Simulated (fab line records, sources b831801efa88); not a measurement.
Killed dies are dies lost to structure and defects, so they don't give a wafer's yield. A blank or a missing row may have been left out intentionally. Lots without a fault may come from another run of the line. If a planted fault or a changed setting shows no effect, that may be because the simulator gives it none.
Which tool is to blame? || flow gf180mcu || 12 lots, 36 wafers sampled, at 6 steps of a route of 602

## WHAT THE GAUGES READ, wafer by wafer
GF_NWELL_TW_MEAS_11.
{"lot": "L675", "measured": "day 3 13:18", "on": "film-metro-01", "NWELL_TW": "1592 1585 1589"}
{"lot": "L677", "measured": "day 3 23:10", "on": "film-metro-01", "NWELL_TW": "1582 1581 1581"}
{"lot": "L678", "measured": "day 4 05:02", "on": "film-metro-04", "NWELL_TW": "1562 1565 1560"}
{"lot": "L679", "measured": "day 4 10:55", "on": "film-metro-03", "NWELL_TW": "1562 1557 1562"}
{"lot": "L680", "measured": "day 4 14:43", "on": "film-metro-01", "NWELL_TW": "1585 1583 1587"}
{"lot": "L681", "measured": "day 4 23:08", "on": "film-metro-01", "NWELL_TW": "1586 1586 1589"}
{"lot": "L682", "measured": "day 5 02:29", "on": "film-metro-01", "NWELL_TW": "1584 1582 1573"}
{"lot": "L688", "measured": "day 6 11:24", "on": "film-metro-03", "NWELL_TW": "1578 1560 1563"}
{"lot": "L689", "measured": "day 6 19:38", "on": "film-metro-03", "NWELL_TW": "1566 1557 1557"}
{"lot": "L690", "measured": "day 7 00:17", "on": "film-metro-04", "NWELL_TW": "1553 1541 1541"}
{"lot": "L692", "measured": "day 7 10:43", "on": "film-metro-01", "NWELL_TW": "1573 1577 1579"}
{"lot": "L695", "measured": "day 8 02:12", "on": "film-metro-03", "NWELL_TW": "1549 1546 1546"}

GF_MVSD_TW_MEAS_11.
{"lot": "L675", "measured": "day 4 15:04", "on": "film-metro-03", "MVSD_TW": "1564 1560 1559"}
{"lot": "L677", "measured": "day 5 02:56", "on": "film-metro-03", "MVSD_TW": "1559 1567 1557"}
{"lot": "L678", "measured": "day 5 08:23", "on": "film-metro-01", "MVSD_TW": "1599 1585 1596"}
{"lot": "L679", "measured": "day 5 14:48", "on": "film-metro-01", "MVSD_TW": "1591 1589 1587"}
{"lot": "L680", "measured": "day 5 19:05", "on": "film-metro-01", "MVSD_TW": "1590 1590 1593"}
{"lot": "L681", "measured": "day 6 04:43", "on": "film-metro-03", "MVSD_TW": "1566 1571 1569"}
{"lot": "L682", "measured": "day 6 07:58", "on": "film-metro-01", "MVSD_TW": "1595 1590 1582"}
{"lot": "L688", "measured": "day 7 19:30", "on": "film-metro-04", "MVSD_TW": "1450 1452 1459"}
{"lot": "L689", "measured": "day 8 04:19", "on": "film-metro-03", "MVSD_TW": "1473 1470 1467"}
{"lot": "L690", "measured": "day 8 09:31", "on": "film-metro-03", "MVSD_TW": "1562 1569 1553"}
{"lot": "L692", "measured": "day 8 20:20", "on": "film-metro-01", "MVSD_TW": "1579 1589 1575"}
{"lot": "L695", "measured": "day 9 13:17", "on": "film-metro-03", "MVSD_TW": "1562 1564 1566"}

GF_MVPSD_TW_MEAS_11.
{"lot": "L675", "measured": "day 5 04:56", "on": "film-metro-04", "MVPSD_TW": "549 546 546"}
{"lot": "L677", "measured": "day 5 17:16", "on": "film-metro-04", "MVPSD_TW": "546 547 547"}
{"lot": "L678", "measured": "day 5 22:13", "on": "film-metro-01", "MVPSD_TW": "558 557 557"}
{"lot": "L679", "measured": "day 6 05:43", "on": "film-metro-03", "MVPSD_TW": "552 552 549"}
{"lot": "L680", "measured": "day 6 10:09", "on": "film-metro-04", "MVPSD_TW": "538 542 544"}
{"lot": "L681", "measured": "day 6 19:47", "on": "film-metro-04", "MVPSD_TW": "543 543 542"}
{"lot": "L682", "measured": "day 6 23:28", "on": "film-metro-04", "MVPSD_TW": "543 546 541"}
{"lot": "L688", "measured": "day 8 12:43", "on": "film-metro-04", "MVPSD_TW": "540 541 544"}
{"lot": "L689", "measured": "day 8 21:16", "on": "film-metro-01", "MVPSD_TW": "558 551 555"}
{"lot": "L690", "measured": "day 9 02:35", "on": "film-metro-01", "MVPSD_TW": "557 557 556"}
{"lot": "L692", "measured": "day 9 14:05", "on": "film-metro-03", "MVPSD_TW": "549 545 545"}
{"lot": "L695", "measured": "day 10 07:34", "on": "film-metro-01", "MVPSD_TW": "554 558 556"}

GF_VT_IMPLANT_RS_MEAS_46: measurement is done with a four-point probe.
{"lot": "L675", "measured": "day 7 18:34", "on": "film-metro-04", "MVSD_RS (ohm/sq)": "458.2 456.4 457.4"}
{"lot": "L677", "measured": "day 8 07:56", "on": "film-metro-03", "MVSD_RS (ohm/sq)": "457.3 458.7 457.5"}
{"lot": "L678", "measured": "day 8 14:45", "on": "film-metro-04", "MVSD_RS (ohm/sq)": "456.3 455.5 456.2"}
{"lot": "L679", "measured": "day 8 23:19", "on": "film-metro-01", "MVSD_RS (ohm/sq)": "455.5 456.6 456.7"}
{"lot": "L680", "measured": "day 9 04:13", "on": "film-metro-03", "MVSD_RS (ohm/sq)": "458.6 457.1 458.3"}
{"lot": "L681", "measured": "day 9 14:14", "on": "film-metro-04", "MVSD_RS (ohm/sq)": "455.7 455.2 456.1"}
{"lot": "L682", "measured": "day 9 19:01", "on": "film-metro-04", "MVSD_RS (ohm/sq)": "457.5 456.5 457.2"}
{"lot": "L688", "measured": "day 11 13:32", "on": "film-metro-03", "MVSD_RS (ohm/sq)": "511.3 509.9 512.0"}
{"lot": "L689", "measured": "day 11 22:32", "on": "film-metro-04", "MVSD_RS (ohm/sq)": "508.5 511.0 509.1"}
{"lot": "L690", "measured": "day 12 04:10", "on": "film-metro-03", "MVSD_RS (ohm/sq)": "458.0 456.7 457.4"}
{"lot": "L692", "measured": "day 12 17:35", "on": "film-metro-04", "MVSD_RS (ohm/sq)": "456.9 457.6 458.4"}
{"lot": "L695", "measured": "day 13 13:05", "on": "film-metro-03", "MVSD_RS (ohm/sq)": "459.5 458.3 459.5"}

## TOOL THAT RAN EACH LOT (tool first, then ch and the chambers of the sampled wafers, then the start)
{"lot": "L675", "GF_STI_STRIP_15": "plasma-asher-02 ch 0,1, day 2 06:41", "GF_MVSD_IMPLANT_08": "implanter-04 ch 0, day 4 14:41"}
{"lot": "L677", "GF_STI_STRIP_15": "plasma-asher-03 ch 0,1, day 2 16:42", "GF_MVSD_IMPLANT_08": "implanter-02 ch 0, day 5 02:34"}
{"lot": "L678", "GF_STI_STRIP_15": "plasma-asher-04 ch 0,1, day 2 21:32", "GF_MVSD_IMPLANT_08": "implanter-04 ch 0, day 5 08:02"}
{"lot": "L679", "GF_STI_STRIP_15": "plasma-asher-02 ch 0,1, day 3 04:14", "GF_MVSD_IMPLANT_08": "implanter-03 ch 0, day 5 14:26"}
{"lot": "L680", "GF_STI_STRIP_15": "plasma-asher-02 ch 0,1, day 3 08:32", "GF_MVSD_IMPLANT_08": "implanter-03 ch 0, day 5 18:41"}
{"lot": "L681", "GF_STI_STRIP_15": "plasma-asher-04 ch 0,1, day 3 13:17", "GF_MVSD_IMPLANT_08": "implanter-03 ch 0, day 6 04:19"}
{"lot": "L682", "GF_STI_STRIP_15": "plasma-asher-03 ch 0,1, day 3 18:49", "GF_MVSD_IMPLANT_08": "implanter-04 ch 0, day 6 07:34"}
{"lot": "L688", "GF_STI_STRIP_15": "plasma-asher-03 ch 0,1, day 5 00:50", "GF_MVSD_IMPLANT_08": "implanter-04 ch 0, day 7 19:06"}
{"lot": "L689", "GF_STI_STRIP_15": "plasma-asher-04 ch 0,1, day 5 08:32", "GF_MVSD_IMPLANT_08": "implanter-04 ch 0, day 8 03:55"}
{"lot": "L690", "GF_STI_STRIP_15": "plasma-asher-02 ch 0,1, day 5 13:31", "GF_MVSD_IMPLANT_08": "implanter-03 ch 0, day 8 09:07"}
{"lot": "L692", "GF_STI_STRIP_15": "plasma-asher-02 ch 0,1, day 5 23:40", "GF_MVSD_IMPLANT_08": "implanter-03 ch 0, day 8 19:58"}
{"lot": "L695", "GF_STI_STRIP_15": "plasma-asher-03 ch 0,1, day 6 13:28", "GF_MVSD_IMPLANT_08": "implanter-03 ch 0, day 9 12:53"}
- GF_STI_STRIP_15: strips in O2/N2.
- GF_MVSD_IMPLANT_08

## AS READ BY THE TOOLS THEMSELVES (means over the sampled wafers that have a number; for cases with no such wafer, the mark the record gives instead)
GF_STI_STRIP_15.
{"lot": "L675", "tool": "plasma-asher-02", "drypump-motor-current-A (A)": 6.02, "heater-power-w (W)": 365, "oes-product-au (a.u.)": 0.387, "strip-time-to-endpoint-s (s)": 3.73}
{"lot": "L677", "tool": "plasma-asher-03", "drypump-motor-current-A (A)": 5.96, "heater-power-w (W)": 393, "oes-product-au (a.u.)": 0.389, "strip-time-to-endpoint-s (s)": 3.75}
{"lot": "L678", "tool": "plasma-asher-04", "drypump-motor-current-A (A)": 5.81, "heater-power-w (W)": 313, "oes-product-au (a.u.)": 0.382, "strip-time-to-endpoint-s (s)": 3.72}
{"lot": "L679", "tool": "plasma-asher-02", "drypump-motor-current-A (A)": 6.17, "heater-power-w (W)": 374, "oes-product-au (a.u.)": 0.386, "strip-time-to-endpoint-s (s)": 3.77}
{"lot": "L680", "tool": "plasma-asher-02", "drypump-motor-current-A (A)": 6.01, "heater-power-w (W)": 367, "oes-product-au (a.u.)": 0.392, "strip-time-to-endpoint-s (s)": 3.76}
{"lot": "L681", "tool": "plasma-asher-04", "drypump-motor-current-A (A)": 5.52, "heater-power-w (W)": 291, "oes-product-au (a.u.)": 0.378, "strip-time-to-endpoint-s (s)": 3.67}
{"lot": "L682", "tool": "plasma-asher-03", "drypump-motor-current-A (A)": 5.92, "heater-power-w (W)": 367, "oes-product-au (a.u.)": 0.386, "strip-time-to-endpoint-s (s)": 3.75}
{"lot": "L688", "tool": "plasma-asher-03", "drypump-motor-current-A (A)": 5.94, "heater-power-w (W)": 367, "oes-product-au (a.u.)": 0.381, "strip-time-to-endpoint-s (s)": 3.74}
{"lot": "L689", "tool": "plasma-asher-04", "drypump-motor-current-A (A)": 5.82, "heater-power-w (W)": 311, "oes-product-au (a.u.)": 0.380, "strip-time-to-endpoint-s (s)": 3.75}
{"lot": "L690", "tool": "plasma-asher-02", "drypump-motor-current-A (A)": 6.17, "heater-power-w (W)": 382, "oes-product-au (a.u.)": 0.384, "strip-time-to-endpoint-s (s)": 3.63}
{"lot": "L692", "tool": "plasma-asher-02", "drypump-motor-current-A (A)": 6.02, "heater-power-w (W)": 358, "oes-product-au (a.u.)": 0.384, "strip-time-to-endpoint-s (s)": 3.73}
{"lot": "L695", "tool": "plasma-asher-03", "drypump-motor-current-A (A)": 5.92, "heater-power-w (W)": 369, "oes-product-au (a.u.)": 0.379, "strip-time-to-endpoint-s (s)": 3.74}

GF_MVSD_IMPLANT_08.
{"lot": "L675", "tool": "implanter-04", "beam-energy-keV": 400.08, "dose-ions-cm2": 1.6e+13, "faraday-current-uA": 89.3}
{"lot": "L677", "tool": "implanter-02", "beam-energy-keV": 399.97, "dose-ions-cm2": 1.6e+13, "faraday-current-uA": 88.7}
{"lot": "L678", "tool": "implanter-04", "beam-energy-keV": 399.90, "dose-ions-cm2": 1.6e+13, "faraday-current-uA": 89.4}
{"lot": "L679", "tool": "implanter-03", "beam-energy-keV": 400.03, "dose-ions-cm2": 1.6e+13, "faraday-current-uA": 90.5}
{"lot": "L680", "tool": "implanter-03", "beam-energy-keV": 399.88, "dose-ions-cm2": 1.6e+13, "faraday-current-uA": 91.3}
{"lot": "L681", "tool": "implanter-03", "beam-energy-keV": 400.00, "dose-ions-cm2": 1.6e+13, "faraday-current-uA": 90.6}
{"lot": "L682", "tool": "implanter-04", "beam-energy-keV": 400.07, "dose-ions-cm2": 1.6e+13, "faraday-current-uA": 90.5}
{"lot": "L688", "tool": "implanter-04", "beam-energy-keV": 400.04, "dose-ions-cm2": 1.3e+13, "faraday-current-uA": 71.2}
{"lot": "L689", "tool": "implanter-04", "beam-energy-keV": 399.97, "dose-ions-cm2": 1.3e+13, "faraday-current-uA": 71.9}
{"lot": "L690", "tool": "implanter-03", "beam-energy-keV": 399.93, "dose-ions-cm2": 1.6e+13, "faraday-current-uA": 89.0}
{"lot": "L692", "tool": "implanter-03", "beam-energy-keV": 399.96, "dose-ions-cm2": 1.6e+13, "faraday-current-uA": 91.2}
{"lot": "L695", "tool": "implanter-03", "beam-energy-keV": 399.78, "dose-ions-cm2": 1.6e+13, "faraday-current-uA": 91.5}

## THE ANSWER, worked out from the rows above alone
Rule: what is usual is taken from the lots themselves. Put in order of their means at a reading, lots are off if they are a third of the lots or fewer, leave a main group of 4 or more, and stand apart from it by a gap of 3 or more times the standard deviation of the main group's means; of several such gaps the widest counts. A main group is skipped when, at the precision printed for the reading in the tables above, its means are all equal. Also off: a lot with no number at a reading for which 4 or more lots have one. All remaining lots with rows at the step are treated as sound. The gauges are gone through in route order, then the tools' own readings, and for those a lot's mean is taken as printed above. At the first step where some lot is off, the reading lying furthest off is the one used; lots without a number count as furthest.
Off: L688, L689, seen at GF_MVSD_TW_MEAS_11 (MVSD_TW). The main group: mean 1576, standard deviation 13.
A tool fits if, at a process step before that reading, it ran every lot that is off, and no sound lot after the first of them. The gauges at GF_MVSD_TW_MEAS_11 aren't tried: what is off there is off at GF_MVSD_IMPLANT_08 too, on other tools, and a gauge's error can't cause that. One fits: implanter-04 at GF_MVSD_IMPLANT_08. A fault onset in the window from L682 (day 6 07:34, its last sound lot) to L688 (day 7 19:06, its first lot off) fits.
The tool's own readings at GF_MVSD_IMPLANT_08 bear it out: on the lots that are off they differ by more than 5 times the standard deviation of the sound lots' means. dose-ions-cm2 reads 1.3e+13 there against 1.6e+13 on the sound lots; faraday-current-uA reads 71.6 there against 90.2 on the sound lots.

## WHAT THE SIMULATOR HAD INSERTED
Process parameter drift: implanter-04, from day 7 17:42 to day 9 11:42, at GF_MVSD_IMPLANT_08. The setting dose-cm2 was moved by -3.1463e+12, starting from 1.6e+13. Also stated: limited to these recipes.
Lots struck among those shown: L688, L689. The rule above found the same.
